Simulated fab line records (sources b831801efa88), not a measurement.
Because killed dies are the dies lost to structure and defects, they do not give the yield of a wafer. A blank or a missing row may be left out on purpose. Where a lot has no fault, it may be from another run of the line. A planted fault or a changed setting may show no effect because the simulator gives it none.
fab line records	flow sky130
record: lots: 5	wafers: 23
route steps=708 shown FIELD_ISO@2 PWDE@47 NWELL@64 VT_ADJUST_HVTP@95 VT_ADJUST_LVTN@105
startH: start of the lot's first displayed wafer, in hours after the record's first day	waitH: time in hours since the lot's previous step	" unchanged from the row above	L1.1+2: several wafers, shown together as one row	- no value, or no start was given	* or withheld: withheld	< > ~ a bound
route shown NAME@n: NAME is a module with steps in the file, n the number in the route of the first one	usual: mean and standard deviation over wafers with no fault	same: alike in all rows	chamber/n: place in a boat	sites: readings site by site	_std_site: standard deviation across them	_edge_site: outer sites' mean less inner sites'	radiusMm: for every site, how far away it sits from the centre of the wafer	mask NAME#n: copy n	behind: the most recent tool/chamber to have shaped the wafer	hold: why the lot was held/for how many hours/how that ended	device: the transistor (n, p or np) that didn't switch	end of line: tests run on the same wafers once the route is complete	a step without rows: its recipe alone	killed: not the wafer's yield, but the dies lost to structure and defects at the first sort	map: shows each die of a wafer: x if killed, . if not, _ if none is there
set.NAME: the run value of the setting; set.NAME@STEP: its run value at that earlier step	model.NAME: the simulator's own value behind a step, which no gauge read
lots where settings were altered on purpose, with a table for each step and a row for each wafer
== steps ==
step: SKY_FIELD_ISO_OXIDATION_01
recipe: tempC: 900	ambient: O2	stabiliseS: 600	purgeS: 300	targetThkA: 120	oxTimeS: 1843
lot.wafer	tool	chamber	startH	waitH	set.oxTimeS	model.SiO2_of_FIELD_ISO_OXIDATION_01.thkNm
L074.1	-	-	-	0.1	2086	13.22
L074.2	"	-	"	"	2086	13.18
L074.3	"	-	"	"	2086	13.26
L074.4	"	-	"	"	2086	13.13
L074.5	"	-	"	"	2086	13.25
L075.1	furnace-01	0	19.74	4.7	1843	11.9
L075.4	"	0	"	"	1843	11.8
L075.5	"	0	"	"	1843	11.95
L077.1	-	-	-	0.2	1843	11.94
L077.2	"	-	"	"	1843	12.03
L077.4	"	-	"	"	1843	11.87
L077.5	"	-	"	"	1843	12.06
L077.6	"	-	"	"	1843	11.88
L080.2	-	-	-	4.9	1843	11.9
L080.3	"	-	"	"	1843	12.03
L080.4	"	-	"	"	1843	11.94
L080.5	"	-	"	"	1843	12.17
L080.6	"	-	"	"	1843	12.09
L084.1	-	-	-	1.0	2020	13.47
L084.2	"	-	"	"	2020	13.19
L084.3	"	-	"	"	2020	13.21
L084.5	"	-	"	"	2020	13.28
L084.6	"	-	"	"	2020	13.42
step: SKY_FIELD_ISO_THK_MEAS_02
recipe: reads: SiO2_of_FIELD_ISO_OXIDATION_01
usual: FIELD_ISO_OXIDATION_00_THK: 12.12/0.24
lot.wafer	tool	chamber	startH	waitH	set.oxTimeS@FIELD_ISO_OXIDATION_01	FIELD_ISO_OXIDATION_00_THK[nm]
L074.1	filmMetro-02	-	-	-	2086	13.23
L074.2	"	-	"	"	2086	13.18
L074.3	"	-	"	"	2086	13.33
L074.4	"	-	"	"	2086	13.13
L074.5	"	-	"	"	2086	13.32
L075.1	filmMetro-02	-	21.25	0.0	1843	11.89
L075.4	"	-	"	"	1843	11.76
L075.5	"	-	"	"	1843	11.95
L077.1	filmMetro-02	-	-	-	1843	11.92
L077.2	"	-	"	"	1843	12.04
L077.4	"	-	"	"	1843	11.85
L077.5	"	-	"	"	1843	11.97
L077.6	"	-	"	"	1843	11.89
L080.2	filmMetro-02	-	-	-	1843	11.87
L080.3	"	-	"	"	1843	12.00
L080.4	"	-	"	"	1843	11.96
L080.5	"	-	"	"	1843	12.19
L080.6	"	-	"	"	1843	12.08
L084.1	filmMetro-01	-	-	-	2020	13.45
L084.2	"	-	"	"	2020	13.19
L084.3	"	-	"	"	2020	13.22
L084.5	"	-	"	"	2020	13.28
L084.6	"	-	"	"	2020	13.45
step: SKY_FIELD_ISO_OXIDATION_22
recipe: tempC: 950	ambient: O2	stabiliseS: 600	purgeS: 300	targetThkA: 100	oxTimeS: 623
lot.wafer	tool	chamber	startH	waitH	set.oxTimeS	model.SiO2_of_FIELD_ISO_OXIDATION_22.thkNm
L074.1	-	-	-	2.7	685.8	10.59
L074.2	"	-	"	"	685.8	10.63
L074.3	"	-	"	"	685.8	10.52
L074.4+5	"	-	"	"	685.8	10.43
L075.1	furnace-02	0	43.81	5.9	623	10.05
L075.4	"	0	"	"	623	10.09
L075.5	"	0	"	"	623	10.04
L077.1	-	-	-	3.3	704.9	11.07
L077.2+6	"	-	"	"	704.9	11.11
L077.4	"	-	"	"	704.9	11.13
L077.5	"	-	"	"	704.9	10.96
L080.2	-	-	-	0.0	543	9.068
L080.3	"	-	"	"	543	9.1
L080.4	"	-	"	"	543	9.167
L080.5	"	-	"	"	543	9.312
L080.6	"	-	"	"	543	9.4
L084.1	-	-	-	1.6	698.3	10.93
L084.2	"	-	"	"	698.3	11.03
L084.3	"	-	"	"	698.3	11.01
L084.5	"	-	"	"	698.3	11.21
L084.6	"	-	"	"	698.3	11.08
step: SKY_FIELD_ISO_THK_MEAS_23
recipe: reads: SiO2_of_FIELD_ISO_OXIDATION_22
usual: FIELD_ISO_OXIDATION_01_THK: 10.03/0.18
lot.wafer	tool	chamber	startH	waitH	set.oxTimeS@FIELD_ISO_OXIDATION_22	FIELD_ISO_OXIDATION_01_THK[nm]
L074.1	filmMetro-02	-	-	-	685.8	10.61
L074.2	"	-	"	"	685.8	10.63
L074.3	"	-	"	"	685.8	10.57
L074.4	"	-	"	"	685.8	10.39
L074.5	"	-	"	"	685.8	10.42
L075.1	filmMetro-03	-	44.99	0.0	623	10.08
L075.4	"	-	"	"	623	10.06
L075.5	"	-	"	"	623	10.04
L077.1	filmMetro-01	-	-	-	704.9	11.01
L077.2	"	-	"	"	704.9	11.11
L077.4	"	-	"	"	704.9	11.17
L077.5	"	-	"	"	704.9	10.95
L077.6	"	-	"	"	704.9	11.06
L080.2	filmMetro-02	-	-	-	543	9.10
L080.3	"	-	"	"	543	9.10
L080.4	"	-	"	"	543	9.09
L080.5	"	-	"	"	543	9.32
L080.6	"	-	"	"	543	9.40
L084.1	filmMetro-01	-	-	-	698.3	10.89
L084.2	"	-	"	"	698.3	10.98
L084.3	"	-	"	"	698.3	11.03
L084.5	"	-	"	"	698.3	11.19
L084.6	"	-	"	"	698.3	11.05
step: SKY_PWDE_COAT_02
recipe: spinRpm: 2000	resistThkNm: 3000
lot.wafer	tool	chamber	startH	waitH	set.resistThkNm	model.coat_of_PWDE_COAT_02.thkNm
L074.1+4	lithoTrack-01	0	71.63	0.1	2948	2943
L074.2+5	"	0	"	"	3000	2996
L074.3	"	0	"	"	2948	2936
L075.1	lithoTrack-04	0	78.96	0.1	3000	3001
L075.4	"	0	"	"	3000	2988
L075.5	"	0	"	"	3000	2997
L077.1	lithoTrack-02	0	79.68	0.1	3000	2995
L077.2	"	0	"	"	3000	3006
L077.4	"	0	"	"	3000	3009
L077.5	"	0	"	"	3000	3008
L077.6	"	0	"	"	3000	3004
L080.2	lithoTrack-01	0	96.95	0.1	3000	3015
L080.3	"	0	"	"	3000	3002
L080.4	"	0	"	"	3169	3181
L080.5	"	0	"	"	3169	3180
L080.6	"	0	"	"	3169	3174
L084.1	lithoTrack-04	0	116.46	0.1	3000	3004
L084.2	"	0	"	"	3000	3002
L084.3	"	0	"	"	3000	2999
L084.5	"	0	"	"	3000	3007
L084.6	"	0	"	"	3000	3009
step: SKY_PWDE_SOFTBAKE_03
recipe: tempC: 110	timeS: withheld
step: SKY_PWDE_EXPOSE_04
recipe: maskId: PWDEM	na: 0.6	sourceShape: conventional	sigmaOuter: 0.6	polarization: unpolarized	targetCdNm: 840	doseMj: 214
step: SKY_PWDE_IMPLANT_08
recipe: species: B	energyKev: 150	doseCm2: 3.53e+12	tiltDeg: withheld
step: SKY_PWDE_STRIP_09
recipe: chemistry: O2/N2	powerW: 1400	pressureMtorr: 1500	platenTempC: withheld	o2FlowSccm: 3000	n2FlowSccm: 300	overashFraction: 0.5
usual: stripTimeToEndpointS: 36.91/0.076
lot.wafer	tool	chamber	startH	waitH	set.resistThkNm@PWDE_COAT_02	stripTimeToEndpointS
L074.1	plasmaAsher-02	1	80.31	0.1	2948	36.29
L074.2	"	0	"	"	3000	36.88
L074.3	"	0	"	"	2948	36.20
L074.4	"	1	"	"	2948	36.29
L074.5	"	1	"	"	3000	36.87
L075.1	plasmaAsher-01	0	87.32	0.1	3000	36.95
L075.4	"	1	"	"	3000	36.77
L075.5	"	0	"	"	3000	36.87
L077.1	plasmaAsher-02	1	88.41	0.1	3000	36.85
L077.2	"	0	"	"	3000	37.00
L077.4	"	0	"	"	3000	37.02
L077.5	"	0	"	"	3000	37.00
L077.6	"	1	"	"	3000	36.95
L080.2	plasmaAsher-01	1	106.11	0.1	3000	37.08
L080.3	"	0	"	"	3000	36.96
L080.4	"	1	"	"	3169	38.96
L080.5	"	0	"	"	3169	38.95
L080.6	"	1	"	"	3169	38.89
L084.1	plasmaAsher-01	0	126.26	0.1	3000	36.94
L084.2	"	1	"	"	3000	36.92
L084.3	"	0	"	"	3000	36.89
L084.5	"	0	"	"	3000	37.00
L084.6	"	1	"	"	3000	36.98
step: SKY_NWELL_IMPLANT_11
recipe: species: P	energyKev: 400	doseCm2: 1.9e+13	tiltDeg: withheld
lot.wafer	tool	chamber	startH	waitH	set.doseCm2
L074.1+3	implanter-04	0	97.56	0.0	1.9e+13
L074.2+4+5	"	0	"	"	1.961e+13
L075.1+4+5	implanter-04	0	105.12	0.0	1.9e+13
L077.1+2+4+5+6	implanter-04	0	106.12	0.0	1.9e+13
L080.2+4+6	implanter-04	0	125.00	0.0	1.9e+13
L080.3+5	"	0	"	"	1.987e+13
L084.1+2+3	implanter-04	0	145.07	0.0	1.985e+13
L084.5+6	"	0	"	"	1.9e+13
step: SKY_NWELL_IMPLANT_12
recipe: species: P	energyKev: 120	doseCm2: 1.3e+12	tiltDeg: withheld
step: SKY_NWELL_IMPLANT_13
recipe: species: P	energyKev: 50	doseCm2: 7e+11	tiltDeg: withheld
step: SKY_NWELL_STRIP_14
recipe: chemistry: O2/N2	powerW: 1400	pressureMtorr: 1500	platenTempC: withheld	o2FlowSccm: 3000	n2FlowSccm: 300	overashFraction: 0.5
step: SKY_NWELL_TW_MEAS_15
usual: NWELL_TW: 1811/8.1
lot.wafer	tool	chamber	startH	waitH	set.doseCm2@NWELL_IMPLANT_11	NWELL_TW
L074.1	filmMetro-03	-	98.11	0.1	1.9e+13	1816
L074.2	"	-	"	"	1.961e+13	1840
L074.3	"	-	"	"	1.9e+13	1813
L074.4	"	-	"	"	1.961e+13	1827
L074.5	"	-	"	"	1.961e+13	1828
L075.1	filmMetro-02	-	105.67	0.1	1.9e+13	1823
L075.4	"	-	"	"	1.9e+13	1815
L075.5	"	-	"	"	1.9e+13	1823
L077.1	filmMetro-02	-	106.67	0.1	1.9e+13	1816
L077.2	"	-	"	"	1.9e+13	1806
L077.4	"	-	"	"	1.9e+13	1810
L077.5	"	-	"	"	1.9e+13	1809
L077.6	"	-	"	"	1.9e+13	1810
L080.2	filmMetro-02	-	125.55	0.1	1.9e+13	1815
L080.3	"	-	"	"	1.987e+13	1844
L080.4	"	-	"	"	1.9e+13	1810
L080.5	"	-	"	"	1.987e+13	1844
L080.6	"	-	"	"	1.9e+13	1820
L084.1	filmMetro-04	-	145.62	0.1	1.985e+13	1833
L084.2	"	-	"	"	1.985e+13	1830
L084.3	"	-	"	"	1.985e+13	1836
L084.5	"	-	"	"	1.9e+13	1801
L084.6	"	-	"	"	1.9e+13	1810
step: SKY_NWELL_SOFTBAKE_19
recipe: tempC: 110	timeS: withheld
lot.wafer	tool	chamber	startH	waitH	set.tempC	model.coat_of_NWELL_COAT_18.thkNm
L074.1	lithoTrack-02	0	106.38	0.1	110	2998
L074.2	"	0	"	"	112.3	2993
L074.3	"	0	"	"	112.3	2988
L074.4	"	0	"	"	110	3004
L074.5	"	0	"	"	110	3011
L075.1	lithoTrack-03	0	114.44	0.1	110	2985
L075.4	"	0	"	"	110	2977
L075.5	"	0	"	"	110	2984
L077.1	lithoTrack-04	0	115.96	0.1	110	2995
L077.2	"	0	"	"	110	2992
L077.4	"	0	"	"	110	2990
L077.5	"	0	"	"	110	3000
L077.6	"	0	"	"	110	2994
L080.2	lithoTrack-02	0	134.11	0.1	113.2	2983
L080.3	"	0	"	"	113.2	2967
L080.4	"	0	"	"	110	3001
L080.5	"	0	"	"	110	3000
L080.6	"	0	"	"	113.2	2980
L084.1	lithoTrack-03	0	153.99	0.1	110	2995
L084.2	"	0	"	"	113.7	2972
L084.3	"	0	"	"	110	2992
L084.5	"	0	"	"	110	2994
L084.6	"	0	"	"	113.7	2959
step: SKY_NWELL_IMPLANT_24
recipe: species: B	energyKev: 140	doseCm2: 9.2e+12	tiltDeg: withheld
lot.wafer	tool	chamber	startH	waitH	set.doseCm2
L074.1+2	implanter-02	0	116.02	0.0	9.2e+12
L074.3+4+5	"	0	"	"	8.728e+12
L075.1+4+5	implanter-04	0	124.62	0.0	9.2e+12
L077.1+4+5	implanter-02	0	125.67	0.0	9.026e+12
L077.2+6	"	0	"	"	9.2e+12
L080.2+6	implanter-03	0	143.27	0.0	9.2e+12
L080.3+4+5	"	0	"	"	8.535e+12
L084.1+5	implanter-04	0	164.07	0.0	8.795e+12
L084.2+3+6	"	0	"	"	9.2e+12
step: SKY_NWELL_STRIP_25
recipe: chemistry: O2/N2	powerW: 1400	pressureMtorr: 1500	platenTempC: withheld	o2FlowSccm: 3000	n2FlowSccm: 300	overashFraction: 0.5
usual: stripTimeToEndpointS: 36.95/0.11
lot.wafer	tool	chamber	startH	waitH	set.tempC@NWELL_SOFTBAKE_19	stripTimeToEndpointS
L074.1	plasmaAsher-01	0	116.17	0.1	110	36.88
L074.2	"	1	"	"	112.3	36.82
L074.3	"	1	"	"	112.3	36.79
L074.4	"	0	"	"	110	36.96
L074.5	"	0	"	"	110	37.03
L075.1	plasmaAsher-02	1	124.77	0.1	110	36.73
L075.4	"	1	"	"	110	36.66
L075.5	"	1	"	"	110	36.72
L077.1	plasmaAsher-02	0	125.82	0.1	110	36.85
L077.2	"	1	"	"	110	36.82
L077.4	"	1	"	"	110	36.79
L077.5	"	0	"	"	110	36.90
L077.6	"	1	"	"	110	36.85
L080.2	plasmaAsher-01	0	143.39	0.1	113.2	36.70
L080.3	"	1	"	"	113.2	36.52
L080.4	"	0	"	"	110	36.92
L080.5	"	1	"	"	110	36.91
L080.6	"	0	"	"	113.2	36.65
L084.1	plasmaAsher-02	0	164.22	0.1	110	36.84
L084.2	"	1	"	"	113.7	36.58
L084.3	"	1	"	"	110	36.82
L084.5	"	1	"	"	110	36.84
L084.6	"	0	"	"	113.7	36.43
step: SKY_NWELL_TW_MEAS_26
usual: NWELL_2_TW: 493.3/2.6
lot.wafer	tool	chamber	startH	waitH	set.doseCm2@NWELL_IMPLANT_24	NWELL_2_TW
L074.1	filmMetro-04	-	116.27	0.1	9.2e+12	490.8
L074.2	"	-	"	"	9.2e+12	492.2
L074.3	"	-	"	"	8.728e+12	481.3
L074.4	"	-	"	"	8.728e+12	481.7
L074.5	"	-	"	"	8.728e+12	486.0
L075.1	filmMetro-03	-	124.87	0.1	9.2e+12	494.7
L075.4	"	-	"	"	9.2e+12	491.2
L075.5	"	-	"	"	9.2e+12	495.2
L077.1	filmMetro-02	-	125.92	0.1	9.026e+12	491.9
L077.2	"	-	"	"	9.2e+12	496.4
L077.4	"	-	"	"	9.026e+12	492.0
L077.5	"	-	"	"	9.026e+12	492.5
L077.6	"	-	"	"	9.2e+12	496.2
L080.2	filmMetro-04	-	143.50	0.1	9.2e+12	497.9
L080.3	"	-	"	"	8.535e+12	487.1
L080.4	"	-	"	"	8.535e+12	485.8
L080.5	"	-	"	"	8.535e+12	486.0
L080.6	"	-	"	"	9.2e+12	496.7
L084.1	filmMetro-02	-	164.32	0.1	8.795e+12	484.2
L084.2	"	-	"	"	9.2e+12	490.9
L084.3	"	-	"	"	9.2e+12	490.7
L084.5	"	-	"	"	8.795e+12	487.5
L084.6	"	-	"	"	9.2e+12	492.2
step: SKY_NWELL_CLEAN_27
recipe: chemistry: SC1/SC2	mix: 1:4:20	tempC: 70	timeS: 150	dry: n2Spin
step: SKY_NWELL_RTA_28
recipe: tempC: 1050	timeS: 30	idleTempC: 650	rampUpCPerS: 150	rampDownCPerS: 90	ambient: N2
step: SKY_NWELL_RS_MEAS_29
recipe: thkMeasGauge: four-point-probe
usual: NWELL_RS: 625.2/2.2
lot.wafer	tool	chamber	startH	waitH	set.doseCm2@NWELL_IMPLANT_11	NWELL_RS[ohm/sq]
L074.1	filmMetro-04	-	116.48	0.1	1.9e+13	626.0
L074.2	"	-	"	"	1.961e+13	614.6
L074.3	"	-	"	"	1.9e+13	624.2
L074.4	"	-	"	"	1.961e+13	614.4
L074.5	"	-	"	"	1.961e+13	612.9
L075.1	filmMetro-02	-	125.12	0.1	1.9e+13	626.1
L075.4	"	-	"	"	1.9e+13	624.7
L075.5	"	-	"	"	1.9e+13	626.2
L077.1	filmMetro-02	-	126.13	0.1	1.9e+13	625.6
L077.2	"	-	"	"	1.9e+13	625.8
L077.4	"	-	"	"	1.9e+13	626.3
L077.5	"	-	"	"	1.9e+13	626.6
L077.6	"	-	"	"	1.9e+13	625.8
L080.2	filmMetro-02	-	143.72	0.1	1.9e+13	626.5
L080.3	"	-	"	"	1.987e+13	611.1
L080.4	"	-	"	"	1.9e+13	627.7
L080.5	"	-	"	"	1.987e+13	611.3
L080.6	"	-	"	"	1.9e+13	626.4
L084.1	filmMetro-03	-	164.54	0.1	1.985e+13	610.7
L084.2	"	-	"	"	1.985e+13	609.3
L084.3	"	-	"	"	1.985e+13	611.2
L084.5	"	-	"	"	1.9e+13	623.5
L084.6	"	-	"	"	1.9e+13	625.6
step: SKY_VT_ADJUST_HVTP_STRIP_10
recipe: chemistry: O2/N2	powerW: 1400	pressureMtorr: 1500	platenTempC: withheld	o2FlowSccm: 3000	n2FlowSccm: 300	overashFraction: 0.5
usual: stripTimeToEndpointS: 14.17/0.033
lot.wafer	tool	chamber	startH	waitH	set.pressureMtorr	stripTimeToEndpointS
L074.1	plasmaAsher-04	1	135.49	0.1	1636	13.87
L074.2	"	0	"	"	1636	13.89
L074.3	"	1	"	"	1636	13.86
L074.4	"	0	"	"	1636	13.87
L074.5	"	1	"	"	1636	13.87
L075.1	plasmaAsher-02	1	142.88	0.1	1500	14.13
L075.4	"	1	"	"	1500	14.15
L075.5	"	0	"	"	1500	14.14
L077.1	plasmaAsher-04	0	145.18	0.1	1389	14.50
L077.2	"	1	"	"	1389	14.50
L077.4	"	0	"	"	1389	14.51
L077.5	"	0	"	"	1389	14.47
L077.6	"	1	"	"	1389	14.52
L080.2	plasmaAsher-04	1	163.08	0.1	1557	13.98
L080.3	"	0	"	"	1557	13.96
L080.4	"	1	"	"	1557	13.99
L080.5	"	1	"	"	1557	14.01
L080.6	"	0	"	"	1557	13.95
L084.1	plasmaAsher-02	1	185.34	0.1	1500	14.18
L084.2	"	0	"	"	1500	14.16
L084.3	"	0	"	"	1500	14.19
L084.5	"	0	"	"	1500	14.19
L084.6	"	1	"	"	1500	14.16
step: SKY_VT_ADJUST_LVTN_IMPLANT_08
recipe: species: B	energyKev: 30	doseCm2: 1.57e+12	tiltDeg: withheld
lot.wafer	tool	chamber	startH	waitH	set.doseCm2
L074.1+2+4	implanter-03	0	153.61	0.0	1.649e+12
L074.3+5	"	0	"	"	1.57e+12
L075.1+4+5	implanter-02	0	161.51	0.0	1.57e+12
L077.1+6	implanter-03	0	163.51	0.0	1.681e+12
L077.2+4+5	"	0	"	"	1.57e+12
L080.2+3+4+5+6	implanter-03	0	183.29	0.0	1.57e+12
L084.1+3+6	implanter-03	0	206.57	0.0	1.48e+12
L084.2+5	"	0	"	"	1.57e+12
step: SKY_VT_ADJUST_LVTN_STRIP_09
recipe: chemistry: O2/N2	powerW: 1400	pressureMtorr: 1500	platenTempC: withheld	o2FlowSccm: 3000	n2FlowSccm: 300	overashFraction: 0.5
step: SKY_VT_ADJUST_LVTN_TW_MEAS_10
usual: VT_ADJUST_LVTN_TW: 239.5/1.3
lot.wafer	tool	chamber	startH	waitH	set.doseCm2@VT_ADJUST_LVTN_IMPLANT_08	VT_ADJUST_LVTN_TW
L074.1	filmMetro-01	-	153.86	0.1	1.649e+12	241.9
L074.2	"	-	"	"	1.649e+12	242.8
L074.3	"	-	"	"	1.57e+12	239.4
L074.4	"	-	"	"	1.649e+12	244.3
L074.5	"	-	"	"	1.57e+12	240.2
L075.1	filmMetro-02	-	161.76	0.1	1.57e+12	238.8
L075.4	"	-	"	"	1.57e+12	239.5
L075.5	"	-	"	"	1.57e+12	239.5
L077.1	filmMetro-04	-	163.76	0.1	1.681e+12	245.2
L077.2	"	-	"	"	1.57e+12	239.2
L077.4	"	-	"	"	1.57e+12	238.9
L077.5	"	-	"	"	1.57e+12	239.6
L077.6	"	-	"	"	1.681e+12	245.5
L080.2	filmMetro-04	-	183.52	0.1	1.57e+12	241.2
L080.3	"	-	"	"	1.57e+12	239.4
L080.4	"	-	"	"	1.57e+12	238.3
L080.5	"	-	"	"	1.57e+12	239.9
L080.6	"	-	"	"	1.57e+12	240.9
L084.1	filmMetro-02	-	206.82	0.1	1.48e+12	234.2
L084.2	"	-	"	"	1.57e+12	239.5
L084.3	"	-	"	"	1.48e+12	234.7
L084.5	"	-	"	"	1.57e+12	240.3
L084.6	"	-	"	"	1.48e+12	234.9
== key ==
split: step: SKY_FIELD_ISO_OXIDATION_01	setting: oxTimeS	stated: 1843	by: lot
response: step: SKY_FIELD_ISO_OXIDATION_01	reading: model.SiO2_of_FIELD_ISO_OXIDATION_01.thkNm	change: +0.108	per: 1%	r: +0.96
response: step: SKY_FIELD_ISO_THK_MEAS_02	reading: FIELD_ISO_OXIDATION_00_THK	change: +0.111	per: 1%	r: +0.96
split: step: SKY_FIELD_ISO_OXIDATION_22	setting: oxTimeS	stated: 623	by: lot
response: step: SKY_FIELD_ISO_OXIDATION_22	reading: model.SiO2_of_FIELD_ISO_OXIDATION_22.thkNm	change: +0.0693	per: 1%	r: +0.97
response: step: SKY_FIELD_ISO_THK_MEAS_23	reading: FIELD_ISO_OXIDATION_01_THK	change: +0.0691	per: 1%	r: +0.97
split: step: SKY_PWDE_COAT_02	setting: resistThkNm	stated: 3000	by: wafer
response: step: SKY_PWDE_COAT_02	reading: model.coat_of_PWDE_COAT_02.thkNm	change: +30.3	per: 1%	r: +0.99
response: step: SKY_PWDE_STRIP_09	reading: stripTimeToEndpointS	change: *	per: 1%	r: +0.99
split: step: SKY_NWELL_IMPLANT_11	setting: doseCm2	stated: 1.9e+13	by: wafer
response: step: SKY_NWELL_TW_MEAS_15	reading: NWELL_TW	change: +6.01	per: 1%	r: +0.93
response: step: SKY_NWELL_RS_MEAS_29	reading: NWELL_RS	change: -3.33	per: 1%	r: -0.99
split: step: SKY_NWELL_SOFTBAKE_19	setting: tempC	stated: 110	by: wafer
response: step: SKY_NWELL_SOFTBAKE_19	reading: model.coat_of_NWELL_COAT_18.thkNm	change: -8	per: 1%	r: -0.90
response: step: SKY_NWELL_STRIP_25	reading: stripTimeToEndpointS	change: *	per: 1%	r: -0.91
split: step: SKY_NWELL_IMPLANT_24	setting: doseCm2	stated: 9.2e+12	by: wafer
response: step: SKY_NWELL_TW_MEAS_26	reading: NWELL_2_TW	change: +1.53	per: 1%	r: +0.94
split: step: SKY_VT_ADJUST_HVTP_STRIP_10	setting: pressureMtorr	stated: 1500	by: lot
response: step: SKY_VT_ADJUST_HVTP_STRIP_10	reading: stripTimeToEndpointS	change: *	per: 1%	r: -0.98
split: step: SKY_VT_ADJUST_LVTN_IMPLANT_08	setting: doseCm2	stated: 1.57e+12	by: wafer
response: step: SKY_VT_ADJUST_LVTN_TW_MEAS_10	reading: VT_ADJUST_LVTN_TW	change: +0.829	per: 1%	r: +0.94
